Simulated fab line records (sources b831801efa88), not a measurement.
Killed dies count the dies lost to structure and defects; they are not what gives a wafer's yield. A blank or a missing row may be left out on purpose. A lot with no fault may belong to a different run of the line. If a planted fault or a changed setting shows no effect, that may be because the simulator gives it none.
fab line records	flow sky130
record lots=14	wafers=42	lastDay=50
route steps=708 shown SONOS_ONO@182 GATE_OXIDE@197 PAD_OPEN@708
lots untouched by any fault: they come from a run of this same line in which no faults occurred
startH: start of the lot's first displayed wafer, in hours after the record's first day	waitH: time in hours since the lot's previous step	" the same as in the row above	L1.1+2: one row covering several wafers at once	- no value present, or no start provided	* or withheld: withheld	< > ~ a bound
route shown NAME@n: a module of which the file shows steps, and the number in the route of the first	usual: mean/standard deviation of fault-free wafers	same: alike in all rows	chamber/n: place in a boat	sites: each site's reading	_std_site: the values' standard deviation	_edge_site: inner sites' mean taken away from outer sites' mean	radiusMm: how far each site lies from the wafer's centre	mask NAME#n: copy n	behind: the last tool/chamber to shape the wafer	hold: why the lot went on hold/how many hours it stayed there/how the hold came to an end	device: which transistor (n, p or np) failed to switch	end of line: the same wafers' tests at the end of the route	a step given without rows: its recipe and nothing more	killed: dies that structure and defects cost at the first sort, which is not the same as the wafer's yield	map: per-die view of a wafer (x killed, . not killed, _ where there is no die)
set.NAME: the run value of the setting; set.NAME@STEP: its run value at that earlier step	model.NAME: the simulator's own value behind a step, which no gauge read
steps of the route over a sample of lots; a table a step, a row a wafer
services: a tool's chamber out of use, with start hour (startH, from the record's first day; less than 0 if before it), hours out, and reason
## steps
# step SKY_SONOS_ONO_OVL_MEAS_14
# usual SONOS_ONO_OVL=-0.6/1.6
lot.wafer	tool	chamber	startH	waitH	SONOS_ONO_OVL[nm]
L791.1	overlay-02	-	287.63	0.1	0.3
L791.2	"	-	"	"	-2.4
L791.3	"	-	"	"	-0.5
L792.2	overlay-02	-	297.09	0.1	1.7
L792.4	"	-	"	"	0.9
L792.5	"	-	"	"	0.1
L793.2	overlay-02	-	312.59	0.1	-2.1
L793.3	"	-	"	"	-0.4
L793.6	"	-	"	"	-2.0
L794.3	overlay-02	-	318.79	0.1	0.3
L794.4	"	-	"	"	0.5
L794.5	"	-	"	"	-1.9
L797.1	overlay-02	-	336.62	0.1	-0.1
L797.4	"	-	"	"	2.8
L797.5	"	-	"	"	0.7
L800.4	overlay-02	-	368.94	0.1	-1.1
L800.5	"	-	"	"	-1.5
L800.6	"	-	"	"	-1.9
L801.1	overlay-01	-	372.88	2.5	1.9
L801.2	"	-	"	"	0.8
L801.5	"	-	"	"	-0.6
L806.1	overlay-01	-	413.61	0.1	-3.6
L806.5	"	-	"	"	-3.1
L806.6	"	-	"	"	-4.4
L808.1	overlay-02	-	427.61	0.1	-0.5
L808.2	"	-	"	"	-2.3
L808.6	"	-	"	"	-2.5
L809.1	overlay-02	-	438.53	0.1	0.4
L809.2	"	-	"	"	-0.2
L809.4	"	-	"	"	1.0
L810.1	overlay-02	-	446.02	0.1	3.1
L810.3	"	-	"	"	1.2
L810.6	"	-	"	"	2.4
L811.3	overlay-02	-	449.47	0.1	0.1
L811.4	"	-	"	"	-1.3
L811.5	"	-	"	"	-0.9
L812.2	overlay-02	-	466.91	0.1	-2.3
L812.3	"	-	"	"	-1.0
L812.4	"	-	"	"	-1.1
L813.3	overlay-02	-	472.54	0.1	-1.2
L813.4	"	-	"	"	0.1
L813.5	"	-	"	"	0.6
# step SKY_GATE_OXIDE_OVL_MEAS_10
# usual GATE_OXIDE_OVL=-0.7/1.3
lot.wafer	tool	chamber	startH	waitH	GATE_OXIDE_OVL[nm]
L791.1	overlay-02	-	317.69	0.1	-0.8
L791.2	"	-	"	"	-1.8
L791.3	"	-	"	"	-1.0
L792.2	overlay-02	-	327.00	0.1	1.1
L792.4	"	-	"	"	0.3
L792.5	"	-	"	"	0.4
L793.2	overlay-02	-	343.30	0.1	-1.9
L793.3	"	-	"	"	-1.7
L793.6	"	-	"	"	0.4
L794.3	overlay-02	-	347.80	0.1	-1.8
L794.4	"	-	"	"	-0.2
L794.5	"	-	"	"	-0.6
L797.1	overlay-02	-	365.21	0.1	-0.2
L797.4	"	-	"	"	-1.5
L797.5	"	-	"	"	-0.5
L800.4	overlay-02	-	401.21	0.1	-1.8
L800.5	"	-	"	"	-1.7
L800.6	"	-	"	"	-3.3
L801.1	overlay-01	-	404.04	0.1	1.1
L801.2	"	-	"	"	1.4
L801.5	"	-	"	"	0.1
L806.1	overlay-01	-	445.79	0.1	-3.1
L806.5	"	-	"	"	-2.9
L806.6	"	-	"	"	-1.6
L808.1	overlay-01	-	465.56	0.1	-0.9
L808.2	"	-	"	"	-0.4
L808.6	"	-	"	"	0.2
L809.1	overlay-01	-	471.29	0.1	-0.5
L809.2	"	-	"	"	-1.3
L809.4	"	-	"	"	-0.6
L811.3	overlay-01	-	482.45	0.1	0.2
L811.4	"	-	"	"	0.6
L811.5	"	-	"	"	1.3
L810.1	overlay-01	-	482.74	0.1	0.0
L810.3	"	-	"	"	-1.0
L810.6	"	-	"	"	-1.8
L812.2	overlay-02	-	499.54	0.1	-1.4
L812.3	"	-	"	"	-1.5
L812.4	"	-	"	"	-2.1
L813.3	overlay-01	-	505.15	0.1	0.0
L813.4	"	-	"	"	0.5
L813.5	"	-	"	"	-1.1
# step SKY_GATE_OXIDE_IMPLANT_11
# recipe species=B	energyKev=10	doseCm2=2.623e+12	tiltDeg=withheld
# usual beamEnergyKeV=10.000/0.0031
# same implantIonAmu=11
lot.wafer	tool	chamber	startH	waitH	beamEnergyKeV
L791.1	implanter-02	0	317.72	0.0	10.001
L791.2	"	0	"	"	10.003
L791.3	"	0	"	"	9.998
L792.2	implanter-03	0	327.05	0.0	10.001
L792.4	"	0	"	"	9.999
L792.5	"	0	"	"	9.999
L793.2	implanter-01	0	343.35	0.0	10.000
L793.3	"	0	"	"	9.998
L793.6	"	0	"	"	9.998
L794.3	implanter-02	0	347.88	0.1	9.999
L794.4	"	0	"	"	10.001
L794.5	"	0	"	"	9.997
L797.1	implanter-02	0	365.25	0.0	9.998
L797.4	"	0	"	"	9.993
L797.5	"	0	"	"	9.997
L800.4	implanter-02	0	401.30	0.1	9.849
L800.5	"	0	"	"	9.843
L800.6	"	0	"	"	9.848
L801.1	implanter-02	0	404.07	0.0	9.846
L801.2	"	0	"	"	9.846
L801.5	"	0	"	"	9.848
L806.1	implanter-01	0	445.83	0.0	10.001
L806.5	"	0	"	"	10.008
L806.6	"	0	"	"	9.997
L808.1	implanter-02	0	465.60	0.0	10.004
L808.2	"	0	"	"	10.001
L808.6	"	0	"	"	10.000
L809.1	implanter-02	0	471.32	0.0	10.010
L809.2	"	0	"	"	10.007
L809.4	"	0	"	"	10.007
L811.3	implanter-02	0	482.52	0.1	10.002
L811.4	"	0	"	"	10.002
L811.5	"	0	"	"	10.006
L810.1	implanter-01	0	482.77	0.0	9.994
L810.3	"	0	"	"	9.998
L810.6	"	0	"	"	10.001
L812.2	implanter-01	0	499.60	0.0	9.999
L812.3	"	0	"	"	10.000
L812.4	"	0	"	"	9.996
L813.3	implanter-01	0	505.22	0.1	10.003
L813.4	"	0	"	"	9.996
L813.5	"	0	"	"	10.005
# step SKY_GATE_OXIDE_TW_MEAS_14
# usual GATE_OXIDE_TW=225.0/1.6
lot.wafer	tool	chamber	startH	waitH	GATE_OXIDE_TW
L791.1	filmMetro-01	-	318.08	0.1	227.6
L791.2	"	-	"	"	227.9
L791.3	"	-	"	"	227.2
L792.2	filmMetro-03	-	327.39	0.1	223.4
L792.4	"	-	"	"	223.3
L792.5	"	-	"	"	224.6
L793.2	filmMetro-01	-	343.69	0.1	225.8
L793.3	"	-	"	"	226.6
L793.6	"	-	"	"	227.3
L794.3	filmMetro-03	-	348.20	0.1	223.0
L794.4	"	-	"	"	222.7
L794.5	"	-	"	"	223.5
L797.1	filmMetro-03	-	365.60	0.1	223.6
L797.4	"	-	"	"	221.7
L797.5	"	-	"	"	222.6
L800.4	filmMetro-03	-	401.61	0.1	223.2
L800.5	"	-	"	"	223.4
L800.6	"	-	"	"	223.3
L801.1	filmMetro-01	-	404.43	0.1	224.0
L801.2	"	-	"	"	223.9
L801.5	"	-	"	"	224.6
L806.1	filmMetro-03	-	446.18	0.1	225.1
L806.5	"	-	"	"	224.2
L806.6	"	-	"	"	224.3
L808.1	filmMetro-01	-	465.96	0.1	227.3
L808.2	"	-	"	"	225.8
L808.6	"	-	"	"	226.4
L809.1	filmMetro-02	-	471.68	0.1	226.3
L809.2	"	-	"	"	225.6
L809.4	"	-	"	"	224.5
L811.3	filmMetro-02	-	482.85	0.1	226.4
L811.4	"	-	"	"	226.6
L811.5	"	-	"	"	225.9
L810.1	filmMetro-01	-	483.13	0.1	226.2
L810.3	"	-	"	"	225.7
L810.6	"	-	"	"	226.4
L812.2	filmMetro-01	-	499.94	0.1	225.1
L812.3	"	-	"	"	226.1
L812.4	"	-	"	"	226.9
L813.3	filmMetro-01	-	505.55	0.1	225.3
L813.4	"	-	"	"	226.4
L813.5	"	-	"	"	225.9
# step SKY_PAD_OPEN_PROBE_99
# usual killed_at_M0_to_M3=43/6.8	killed_at_M4_up=3.1/1.6	killedAtContacts=24/5.4	killedAtFrontEnd=16/4.4	killedAtOther=0.2/0.48	killedDies=87/8.8	killedOpen=48/6.4	killedShort=39/6.2
# same grossDies=492	killedAtBackSide=0
lot.wafer	tool	chamber	startH	waitH	killed_at_M0_to_M3	killed_at_M4_up	killedAtContacts	killedAtFrontEnd	killedAtOther	killedDies	killedOpen	killedShort
L791.1	prober-02	-	1084.24	0.1	43	1	21	18	0	83	54	29
L791.2	prober-02	-	1084.29	0.1	46	5	31	8	0	90	50	40
L791.3	prober-02	-	1084.34	0.2	36	1	23	20	1	81	45	36
L792.2	prober-01	-	1088.93	0.1	41	3	24	12	1	81	38	43
L792.4	prober-01	-	1089.03	0.2	39	1	29	18	0	87	53	34
L792.5	prober-01	-	1089.08	0.2	40	4	28	12	1	85	52	33
L793.2	prober-02	-	1101.17	0.1	41	3	18	11	0	73	41	32
L793.3	prober-02	-	1101.22	0.2	61	3	19	14	0	97	48	49
L793.6	prober-02	-	1101.37	0.2	49	1	22	17	0	89	54	35
L794.3	prober-02	-	1118.68	0.2	34	1	27	17	1	80	53	27
L794.4	prober-02	-	1118.73	0.2	49	2	13	13	0	77	37	40
L794.5	prober-02	-	1118.78	0.2	31	1	29	18	0	79	47	32
L797.1	prober-02	-	1123.91	0.1	32	3	29	21	0	85	44	41
L797.4	prober-02	-	1124.06	0.2	34	7	23	17	0	81	40	41
L797.5	prober-02	-	1124.11	0.2	40	2	34	16	1	93	46	47
L800.4	prober-01	-	1141.73	0.2	44	1	25	13	0	83	50	33
L800.5	prober-01	-	1141.78	0.2	59	4	32	22	0	117	61	56
L800.6	prober-01	-	1141.83	0.2	51	3	24	28	0	106	61	45
L801.1	prober-02	-	1145.57	0.1	47	2	25	19	0	93	49	44
L801.2	prober-02	-	1145.62	0.1	49	4	31	16	1	101	58	43
L801.5	prober-02	-	1145.77	0.2	45	4	24	12	0	85	40	45
L806.1	prober-01	-	1172.28	0.1	39	2	21	15	1	78	44	34
L806.5	prober-01	-	1172.48	0.2	50	3	24	9	0	86	54	32
L806.6	prober-01	-	1172.53	0.2	51	3	14	12	0	80	48	32
L808.1	prober-01	-	1178.64	0.1	43	3	12	13	1	72	39	33
L808.2	prober-01	-	1178.69	0.1	39	3	34	32	0	108	63	45
L808.6	prober-01	-	1178.89	0.2	45	3	29	9	1	87	45	42
L809.1	prober-02	-	1185.07	0.1	51	3	21	12	0	87	44	43
L809.2	prober-02	-	1185.12	0.1	42	2	19	17	0	80	46	34
L809.4	prober-02	-	1185.22	0.2	38	3	24	15	0	80	39	41
L811.3	prober-01	-	1191.73	0.2	56	4	21	12	0	93	50	43
L811.4	prober-01	-	1191.78	0.2	40	2	25	22	0	89	56	33
L811.5	prober-01	-	1191.83	0.2	38	4	28	18	2	90	53	37
L810.1	prober-02	-	1195.25	0.1	44	4	24	15	0	87	46	41
L810.3	prober-02	-	1195.35	0.2	35	1	22	23	0	81	46	35
L810.6	prober-02	-	1195.50	0.2	41	3	20	13	0	77	36	41
L812.2	prober-01	-	1199.03	0.1	41	2	33	12	0	88	46	42
L812.3	prober-01	-	1199.08	0.2	38	2	25	6	1	72	38	34
L812.4	prober-01	-	1199.13	0.2	37	4	37	20	0	98	52	46
L813.3	prober-02	-	1202.24	0.2	46	0	16	14	0	76	46	30
L813.4	prober-02	-	1202.29	0.2	36	2	30	15	0	83	47	36
L813.5	prober-02	-	1202.34	0.2	44	5	36	23	0	108	50	58
# killed by level:class
L791.1 VIA1:geometricParticle:open=15 LI_CONTACT:geometricParticle:open=9 VIA2:geometricParticle:open=7 FIELD_ISO:geometricParticle:open=4 METAL2:geometricParticle:short=4 CONTACT:geometricParticle:open=4 VIA1:geometricParticle:short=4 VIA3:geometricParticle:short=4
L791.2 VIA1:geometricParticle:open=14 CONTACT:geometricParticle:open=12 LI_CONTACT:geometricParticle:open=10 VIA1:geometricParticle:short=6 VIA2:geometricParticle:open=6 METAL3:geometricParticle:short=5 LOCAL_INTERCONNECT:geometricParticle:short=4 METAL2:geometricParticle:short=4
L791.3 LI_CONTACT:geometricParticle:open=9 CONTACT:geometricParticle:open=9 VIA1:geometricParticle:open=7 VIA1:geometricParticle:short=7 METAL1:geometricParticle:short=6 FIELD_ISO:geometricParticle:short=4 POLY_GATE:geometricParticle:open=4 POLY_GATE:geometricParticle:short=4
L792.2 VIA2:geometricParticle:short=8 CONTACT:geometricParticle:open=8 METAL1:geometricParticle:short=8 VIA1:geometricParticle:open=7 LI_CONTACT:geometricParticle:open=7 VIA3:geometricParticle:open=6 POLY_GATE:geometricParticle:open=5 CONTACT:geometricParticle:short=5
L792.4 VIA1:geometricParticle:open=12 LOCAL_INTERCONNECT:geometricParticle:short=7 VIA3:geometricParticle:open=6 POLY_GATE:geometricParticle:open=6 CONTACT:geometricParticle:open=6 LI_CONTACT:geometricParticle:open=6 CONTACT:geometricParticle:short=6 VIA2:geometricParticle:open=6
L792.5 LI_CONTACT:geometricParticle:open=11 CONTACT:geometricParticle:open=9 VIA3:geometricParticle:open=7 VIA2:geometricParticle:open=7 VIA2:geometricParticle:short=6 VIA1:geometricParticle:open=6 METAL1:geometricParticle:short=5 FIELD_ISO:geometricParticle:open=4
L793.2 VIA1:geometricParticle:open=9 VIA2:geometricParticle:open=8 LI_CONTACT:geometricParticle:open=6 VIA3:geometricParticle:open=6 LOCAL_INTERCONNECT:geometricParticle:short=5 VIA1:geometricParticle:short=4 POLY_GATE:geometricParticle:open=3 POLY_GATE:geometricParticle:short=3
L793.3 VIA1:geometricParticle:open=14 METAL2:geometricParticle:short=12 METAL1:geometricParticle:short=10 VIA3:geometricParticle:open=7 LI_CONTACT:geometricParticle:open=7 CONTACT:geometricParticle:short=5 VIA2:geometricParticle:short=5 FIELD_ISO:geometricParticle:open=4
L793.6 VIA1:geometricParticle:open=12 CONTACT:geometricParticle:open=10 POLY_GATE:geometricParticle:open=9 VIA1:geometricParticle:short=9 METAL1:geometricParticle:short=7 VIA2:geometricParticle:open=6 LI_CONTACT:geometricParticle:open=5 VIA3:geometricParticle:short=4
L794.3 CONTACT:geometricParticle:open=11 LI_CONTACT:geometricParticle:open=9 VIA3:geometricParticle:open=8 VIA1:geometricParticle:open=7 VIA2:geometricParticle:open=7 POLY_GATE:geometricParticle:open=4 METAL2:geometricParticle:short=4 SPACER:geometricParticle:open=3
L794.4 VIA1:geometricParticle:open=10 VIA1:geometricParticle:short=8 METAL2:geometricParticle:short=6 CONTACT:geometricParticle:open=5 VIA2:geometricParticle:open=5 METAL1:geometricParticle:short=5 LOCAL_INTERCONNECT:geometricParticle:short=4 VIA2:geometricParticle:short=4
L794.5 CONTACT:geometricParticle:open=11 VIA1:geometricParticle:open=8 FIELD_ISO:geometricParticle:open=7 CONTACT:geometricParticle:short=6 LI_CONTACT:geometricParticle:open=6 VIA3:geometricParticle:open=6 VIA1:geometricParticle:short=6 FIELD_ISO:geometricParticle:short=5
L797.1 POLY_GATE:geometricParticle:short=10 CONTACT:geometricParticle:open=9 LI_CONTACT:geometricParticle:open=7 POLY_GATE:geometricParticle:open=6 LOCAL_INTERCONNECT:geometricParticle:short=6 VIA1:geometricParticle:open=5 FIELD_ISO:geometricParticle:open=4 VIA3:geometricParticle:open=4
L797.4 POLY_GATE:geometricParticle:short=9 METAL1:geometricParticle:short=8 CONTACT:geometricParticle:open=7 METAL4:geometricParticle:short=6 LI_CONTACT:geometricParticle:open=6 VIA1:geometricParticle:open=6 VIA2:geometricParticle:open=5 VIA3:geometricParticle:open=5
L797.5 CONTACT:geometricParticle:open=10 LI_CONTACT:geometricParticle:open=9 POLY_GATE:geometricParticle:short=8 CONTACT:geometricParticle:short=8 VIA2:geometricParticle:open=6 METAL1:geometricParticle:short=5 VIA1:geometricParticle:short=5 VIA1:geometricParticle:open=5
L800.4 CONTACT:geometricParticle:open=10 VIA2:geometricParticle:open=9 VIA1:geometricParticle:open=9 METAL1:geometricParticle:short=6 VIA3:geometricParticle:open=6 LI_CONTACT:geometricParticle:open=5 LOCAL_INTERCONNECT:geometricParticle:short=5 FIELD_ISO:geometricParticle:short=4
L800.5 LI_CONTACT:geometricParticle:open=13 METAL1:geometricParticle:short=12 VIA1:geometricParticle:open=11 CONTACT:geometricParticle:open=9 VIA2:geometricParticle:open=9 VIA1:geometricParticle:short=8 POLY_GATE:geometricParticle:open=8 POLY_GATE:geometricParticle:short=7
L800.6 VIA1:geometricParticle:open=10 CONTACT:geometricParticle:open=7 VIA2:geometricParticle:open=7 VIA3:geometricParticle:open=7 FIELD_ISO:geometricParticle:open=6 POLY_GATE:geometricParticle:short=6 LOCAL_INTERCONNECT:geometricParticle:short=6 LI_CONTACT:geometricParticle:open=5
L801.1 VIA1:geometricParticle:open=10 VIA1:geometricParticle:short=9 CONTACT:geometricParticle:open=8 FIELD_ISO:geometricParticle:short=7 LI_CONTACT:geometricParticle:open=7 VIA2:geometricParticle:open=7 VIA3:geometricParticle:open=7 LOCAL_INTERCONNECT:geometricParticle:short=5
L801.2 LI_CONTACT:geometricParticle:open=12 VIA1:geometricParticle:open=12 VIA3:geometricParticle:open=8 CONTACT:geometricParticle:open=7 VIA2:geometricParticle:open=7 LOCAL_INTERCONNECT:geometricParticle:short=6 CONTACT:geometricParticle:short=6 METAL1:geometricParticle:short=5
L801.5 CONTACT:geometricParticle:open=10 VIA1:geometricParticle:open=10 METAL1:geometricParticle:short=9 LI_CONTACT:geometricParticle:open=7 VIA1:geometricParticle:short=6 METAL2:geometricParticle:short=5 VIA2:geometricParticle:open=5 FIELD_ISO:geometricParticle:short=4
L806.1 CONTACT:geometricParticle:open=10 VIA1:geometricParticle:open=7 LI_CONTACT:geometricParticle:open=6 METAL1:geometricParticle:short=6 VIA3:geometricParticle:open=6 VIA2:geometricParticle:open=5 POLY_GATE:geometricParticle:open=4 VIA1:geometricParticle:short=4
L806.5 VIA1:geometricParticle:open=14 VIA3:geometricParticle:open=12 LI_CONTACT:geometricParticle:open=10 CONTACT:geometricParticle:open=5 METAL1:geometricParticle:short=5 VIA1:geometricParticle:short=5 FIELD_ISO:geometricParticle:open=4 LOCAL_INTERCONNECT:geometricParticle:short=4
L806.6 VIA1:geometricParticle:open=11 VIA2:geometricParticle:open=10 LI_CONTACT:geometricParticle:open=6 VIA3:geometricParticle:short=6 CONTACT:geometricParticle:open=6 FIELD_ISO:geometricParticle:open=5 METAL1:geometricParticle:short=4 METAL2:geometricParticle:short=4
L808.1 VIA2:geometricParticle:open=10 VIA1:geometricParticle:open=9 CONTACT:geometricParticle:open=7 METAL1:geometricParticle:short=6 VIA1:geometricParticle:short=5 VIA3:geometricParticle:open=4 VIA3:geometricParticle:short=4 FIELD_ISO:geometricParticle:short=3
L808.2 CONTACT:geometricParticle:open=20 FIELD_ISO:geometricParticle:open=9 VIA1:geometricParticle:open=9 POLY_GATE:geometricParticle:open=8 POLY_GATE:geometricParticle:short=6 FIELD_ISO:geometricParticle:short=5 METAL1:geometricParticle:short=5 VIA2:geometricParticle:open=4
L808.6 VIA1:geometricParticle:open=14 CONTACT:geometricParticle:open=12 LOCAL_INTERCONNECT:geometricParticle:short=7 CONTACT:geometricParticle:short=6 VIA3:geometricParticle:open=6 VIA1:geometricParticle:short=5 FIELD_ISO:geometricParticle:short=4 METAL2:geometricParticle:short=4
L809.1 VIA2:geometricParticle:open=11 VIA3:geometricParticle:open=7 CONTACT:geometricParticle:open=7 VIA1:geometricParticle:open=7 METAL2:geometricParticle:short=6 METAL1:geometricParticle:short=6 LOCAL_INTERCONNECT:geometricParticle:short=5 CONTACT:geometricParticle:short=4
L809.2 METAL1:geometricParticle:short=10 LI_CONTACT:geometricParticle:open=9 VIA1:geometricParticle:open=7 FIELD_ISO:geometricParticle:open=5 CONTACT:geometricParticle:open=5 VIA3:geometricParticle:open=5 FIELD_ISO:geometricParticle:short=4 POLY_GATE:geometricParticle:short=4
L809.4 LI_CONTACT:geometricParticle:open=8 METAL2:geometricParticle:short=8 LOCAL_INTERCONNECT:geometricParticle:short=6 VIA3:geometricParticle:open=6 CONTACT:geometricParticle:short=6 VIA1:geometricParticle:open=5 VIA2:geometricParticle:open=5 METAL1:geometricParticle:short=4
L811.3 VIA1:geometricParticle:open=14 METAL2:geometricParticle:short=9 VIA3:geometricParticle:open=8 CONTACT:geometricParticle:open=7 VIA2:geometricParticle:open=7 LI_CONTACT:geometricParticle:open=6 FIELD_ISO:geometricParticle:short=5 VIA1:geometricParticle:short=5
L811.4 VIA1:geometricParticle:open=17 CONTACT:geometricParticle:open=10 POLY_GATE:geometricParticle:open=8 LI_CONTACT:geometricParticle:open=6 CONTACT:geometricParticle:short=5 METAL1:geometricParticle:short=5 VIA2:geometricParticle:open=5 POLY_GATE:geometricParticle:short=4
L811.5 LI_CONTACT:geometricParticle:open=10 VIA1:geometricParticle:open=10 CONTACT:geometricParticle:open=8 VIA2:geometricParticle:open=5 METAL1:geometricParticle:short=5 POLY_GATE:geometricParticle:open=5 POLY_GATE:geometricParticle:short=5 FIELD_ISO:geometricParticle:open=4
L810.1 VIA1:geometricParticle:open=12 CONTACT:geometricParticle:open=8 CONTACT:geometricParticle:short=6 METAL2:geometricParticle:short=6 VIA1:geometricParticle:short=6 VIA3:geometricParticle:open=6 LI_CONTACT:geometricParticle:open=5 FIELD_ISO:geometricParticle:open=4
L810.3 VIA1:geometricParticle:open=11 LI_CONTACT:geometricParticle:open=8 FIELD_ISO:geometricParticle:short=7 FIELD_ISO:geometricParticle:open=6 CONTACT:geometricParticle:short=6 METAL1:geometricParticle:short=6 POLY_GATE:geometricParticle:open=5 CONTACT:geometricParticle:open=5
L810.6 VIA1:geometricParticle:open=17 METAL2:geometricParticle:short=8 VIA1:geometricParticle:short=5 LOCAL_INTERCONNECT:geometricParticle:short=5 CONTACT:geometricParticle:open=5 VIA3:geometricParticle:open=5 CONTACT:geometricParticle:short=4 FIELD_ISO:geometricParticle:short=3
L812.2 CONTACT:geometricParticle:open=16 LI_CONTACT:geometricParticle:open=6 CONTACT:geometricParticle:short=6 METAL3:geometricParticle:short=6 METAL1:geometricParticle:short=6 VIA2:geometricParticle:open=6 VIA3:geometricParticle:open=5 VIA1:geometricParticle:open=4
L812.3 VIA2:geometricParticle:open=8 LI_CONTACT:geometricParticle:open=8 VIA3:geometricParticle:open=8 CONTACT:geometricParticle:short=7 METAL2:geometricParticle:short=6 CONTACT:geometricParticle:open=5 VIA1:geometricParticle:open=4 VIA3:geometricParticle:short=4
L812.4 LI_CONTACT:geometricParticle:open=15 CONTACT:geometricParticle:short=11 VIA1:geometricParticle:open=8 VIA2:geometricParticle:open=6 FIELD_ISO:geometricParticle:short=4 POLY_GATE:geometricParticle:short=4 LOCAL_INTERCONNECT:geometricParticle:open=4 METAL1:geometricParticle:short=4
L813.3 VIA1:geometricParticle:open=12 CONTACT:geometricParticle:open=9 VIA2:geometricParticle:short=7 METAL1:geometricParticle:short=6 VIA2:geometricParticle:open=6 FIELD_ISO:geometricParticle:open=4 LI_CONTACT:geometricParticle:open=4 METAL2:geometricParticle:short=4
L813.4 VIA1:geometricParticle:open=10 CONTACT:geometricParticle:open=9 VIA2:geometricParticle:open=7 LI_CONTACT:geometricParticle:short=6 LI_CONTACT:geometricParticle:open=6 VIA1:geometricParticle:short=6 CONTACT:geometricParticle:short=4 FIELD_ISO:geometricParticle:short=3
L813.5 VIA1:geometricParticle:open=14 CONTACT:geometricParticle:open=14 METAL1:geometricParticle:short=9 CONTACT:geometricParticle:short=7 VIA1:geometricParticle:short=7 LOCAL_INTERCONNECT:geometricParticle:short=6 FIELD_ISO:geometricParticle:short=4 POLY_GATE:geometricParticle:short=4
## services
tool	chamber	startH	hours	kind
implanter-03	-	298.80	1.7	repair
implanter-01	-	331.70	5.9	pm
implanter-01	-	345.81	3.9	pm
implanter-03	-	351.41	8.8	pm
implanter-01	-	405.72	1.7	repair
implanter-02	-	412.27	2.9	repair
implanter-02	-	440.26	18.5	repair
implanter-03	-	444.97	8.3	repair
implanter-01	-	462.12	1.5	repair
implanter-02	-	472.57	1.1	repair
## key
firstSign step=SKY_GATE_OXIDE_IMPLANT_11	reading=beamEnergyKeV	direction=down	sigmas=50	usual=*	struck=*
effect none on later readings
metAt SKY_GATE_OXIDE_IMPLANT_11
struckLots L800,L801
testerLeftOut L800,L801
notActingAt SKY_SONOS_ONO_OVL_MEAS_14,SKY_GATE_OXIDE_OVL_MEAS_10,SKY_GATE_OXIDE_TW_MEAS_14
onsetBetween 365.25 401.30
fault kind=processParameterDrift	tool=implanter-02	chamber=-	onsetH=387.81	steps=SKY_GATE_OXIDE_IMPLANT_11	channel=energyKev	offset=*	shape=step	endH=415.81	actsIn=*	stated=*
# testerLeftOut: of these lots the tester's yield and bins aren't shown, on N5 and GAA mostly nor the transistor test; their killed dies are dies lost to structure and defects alone, not to doping, threshold or leakage, so they don't give the yield
